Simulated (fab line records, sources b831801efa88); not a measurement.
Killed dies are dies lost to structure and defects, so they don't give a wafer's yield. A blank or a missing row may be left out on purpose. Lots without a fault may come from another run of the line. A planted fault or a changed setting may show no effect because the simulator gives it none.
A struck lot beside a sound one | flow gf180mcu | 37 steps out of a route of 602
Sound: wafers L635.1, L635.3, L635.6. Struck: wafer L646.2. (L646.4, L646.5 of the same lot were not struck and are left out.) The cause comes at the end.
At each step with rows: each side's tool, then ch and its chambers, then its first start. Under that, the readings that differ: sound wafers | struck wafers | difference of the means | sigmas: that difference in standard deviations of wafers without a fault.
alike: readings whose means differ by less than 2 such deviations, and words and numbers that are the same on both sides. not compared: withheld readings, readings that some wafer has no value for, bounds like >300 that may hide the same value, and numbers for which the record gives no deviation and whose values overlap.
The two part at a step that has a row with sigmas, a row that says differs or no value, or rows on one side only. Numbers that don't overlap but have no deviation are shown without sigmas and don't part them. A reading that every wafer of one side lacks parts them only if that side has two wafers or more.

first, 2 steps without rows for these wafers: GF_M4_PEB_12 (peb time 90 s); GF_M4_DEVELOP_13 (develop time 60 s).
GF_M4_CD_MEAS_14: target cd 280 nm.
  sound on cd_sem-01, day 26 14:55; struck on cd_sem-02, day 29 19:23
  alike: cd_nm
GF_M4_OVL_MEAS_15:
  sound on overlay-02, day 26 15:02; struck on overlay-02, day 29 19:29
  alike: M4_OVL
GF_M4_METAL_ETCH_16: etches the open film in Cl2/BCl3, stops on SiO2, target depth 627.5 nm, time 104.6 s.
  sound on rie_metal-01 ch 0,1, day 26 15:04; struck on rie_metal-02 ch 0, day 29 19:31
  alike: drypump_motor_current_A, oes_product_au, rf_fwd_power_W, throttle_valve_pct
  not compared: rf_hours_counter_h
GF_M4_STRIP_17: strips in O2/N2.
  sound on plasma_asher-04 ch 0, day 26 15:11; struck on plasma_asher-02 ch 0, day 29 19:38
  reading                      | sound          | struck | difference | sigmas
  drypump_motor_current_A (A)  | 5.1 5.1 5.1    | 6.2    | +1.1       | +2
  strip_time_to_endpoint_s (s) | 7.96 7.99 7.97 | 7.85   | -0.12      | -3
  alike: heater_power_w, o2_flow_sccm, oes_product_au, platen_temp_c
  not compared: rf_hours_counter_h
then, 3 steps without rows for these wafers: GF_M4_STRIP_18 (strips in post etch residue remover, time 1200 s); GF_M4_CLEAN_19 (cleans in DIW); GF_V4_CVD_00 (deposits SiO2, target thk 600 nm, time 100 s).
GF_V4_THK_MEAS_01:
  sound on film_metro-02, day 26 15:49; struck on film_metro-02, day 29 20:15
  alike: V4_CVD_00_THK
GF_V4_CVD_02: deposits SiO2 from TEOS, target thk 850 nm, time 94.851 s.
  sound on pecvd-03 ch 0,2, day 26 15:53; struck on pecvd-04 ch 0, day 29 20:18
  reading            | sound             | struck | difference | sigmas
  rf_fwd_power_W (W) | 592.7 597.6 595.5 | 600.8  | +5.5       | +3
  alike: heater_power_w
GF_V4_THK_MEAS_03:
  sound on film_metro-03, day 26 15:59; struck on film_metro-02, day 29 20:23
  alike: V4_CVD_02_THK
GF_V4_CMP_04: polishes SiO2.
  sound on cmp-01 ch 0,2, day 26 16:03; struck on cmp-01 ch 2, day 29 20:26
  reading                             | sound             | struck | difference | sigmas
  time_to_endpoint_s (s)              | 82 91 90          | 22     | -66        | -10
  model.SiO2_of_V4_CVD_02.thk_nm (nm) | 631.4 630.6 631.7 | 790.2  | +159.0     |
  alike: motor_current_A
GF_V4_BOW_MEAS_05:
  sound on film_metro-02, day 26 16:21; struck on film_metro-02, day 29 20:48
  alike: V4_BOW
then, 8 steps without rows for these wafers: GF_V4_DEHYDRATE_06 (time 60 s); GF_V4_HMDS_07 (prime time 60 s); GF_V4_COAT_08; GF_V4_COAT_09 (resist thk 1000 nm); GF_V4_SOFTBAKE_10 (time 60 s); GF_V4_EXPOSE_11 (exposes mask Via4, target cd 260 nm); GF_V4_PEB_12 (peb time 90 s); GF_V4_DEVELOP_13 (develop time 60 s).
GF_V4_CD_MEAS_14: target cd 260 nm.
  sound on cd_sem-02, day 27 12:51; struck on cd_sem-01, day 30 15:28
  alike: cd_nm
GF_V4_OVL_MEAS_15:
  sound on overlay-02, day 27 12:58; struck on overlay-01, day 30 15:34
  alike: V4_OVL
then, 1 step without rows for these wafers: GF_V4_ETCH_16 (etches BARC in N2/H2).
GF_V4_ETCH_17: etches SiO2 in C4F8/O2/Ar, stops on TiN, target depth 630 nm.
  sound on rie_diel-02 ch 0,2; struck on rie_diel-02 ch 2
  reading                        | sound             | struck | difference | sigmas
  oes_product_au (a.u.)          | 0.864 0.854 0.860 | 0.976  | +0.117     | +28
  rf_fwd_power_W (W)             | 1493 1486 1494    | 1504   | +13        | +3
  model.V4.feature_depth_nm (nm) | 631.4 630.6 631.7 | 790.2  | +159.0     |
  model.etch.depth_nm (nm)       | 631.4 630.6 631.7 | 790.2  | +159.0     |
GF_V4_STRIP_18: strips in O2/N2.
  sound on plasma_asher-03 ch 0,1, day 27 13:08; struck on plasma_asher-01 ch 0, day 30 15:43
  alike: drypump_motor_current_A, heater_power_w, o2_flow_sccm, oes_product_au, platen_temp_c
  not compared: rf_hours_counter_h
then, 4 steps without rows for these wafers: GF_V4_STRIP_19 (strips in post etch residue remover, time 1200 s); GF_V4_CLEAN_20 (cleans in DIW); GF_V4_SPUTTER_21 (material Ti, target thk 15 nm, time 80.02 s); GF_V4_SPUTTER_22 (material TiN, target thk 10 nm, time 40 s).
GF_V4_CVD_23: deposits W, target thk 350 nm, time 104.9 s.
  sound on cvd_w-01 ch 0,1, day 27 13:46; struck on cvd_w-01 ch 1, day 30 16:22
  alike: chamber_pressure_Torr, heater_power_w
GF_V4_RS_MEAS_24: measures by four-point-probe.
  sound on film_metro-02, day 27 13:53; struck on film_metro-02, day 30 16:29
  reading          | sound             | struck | difference | sigmas
  V4_W_RS (ohm/sq) | 0.335 0.335 0.335 | 0.324  | -0.011     | -4
GF_V4_THK_MEAS_25: measures by xrf.
  sound on film_metro-02, day 27 14:00; struck on film_metro-02, day 30 16:36
  alike: V4_W_THK
GF_V4_CMP_26: polishes, stops on SiO2, t overpolish 15 s, target thk 0 nm.
  sound on cmp-02 ch 0,2,3, day 27 14:07; struck on cmp-02 ch 3, day 30 16:39
  reading                             | sound             | struck | difference | sigmas
  model.SiO2_of_V4_CVD_02.thk_nm (nm) | 627.6 626.9 627.9 | 786.4  | +158.9     |
  alike: motor_current_A
then, 1 step without rows for these wafers: GF_MIM_SPUTTER_00 (material Ti, target thk 37.5 nm, time 150 s).
-- the record jumps here: 4 days lie between the struck wafers' starts before and after (it left off in module MIM and takes up again in module PASSIVATION, whose first step shown is number 602 of the route) --
GF_PASSIVATION_PROBE_99:
  sound on prober-01, day 31 20:13; struck on prober-02, day 34 10:49
  reading                               | sound                | struck | difference | sigmas
  model.etest.via4_chain.rc_ohm         | 6.666 6.154 6.421    | 9.609  | +3.195     |
  model.etest.met5_comb.leak_log10_a_um | -12.16 -12.06 -12.05 | -11.56 | +0.53      |

WHERE THEY PART
First at GF_M4_STRIP_17; last, within this record, at GF_V4_RS_MEAS_24. Later steps at which nothing parts them and some readings are alike: GF_V4_THK_MEAS_25, GF_V4_CMP_26.

WHY: what the simulator had put in
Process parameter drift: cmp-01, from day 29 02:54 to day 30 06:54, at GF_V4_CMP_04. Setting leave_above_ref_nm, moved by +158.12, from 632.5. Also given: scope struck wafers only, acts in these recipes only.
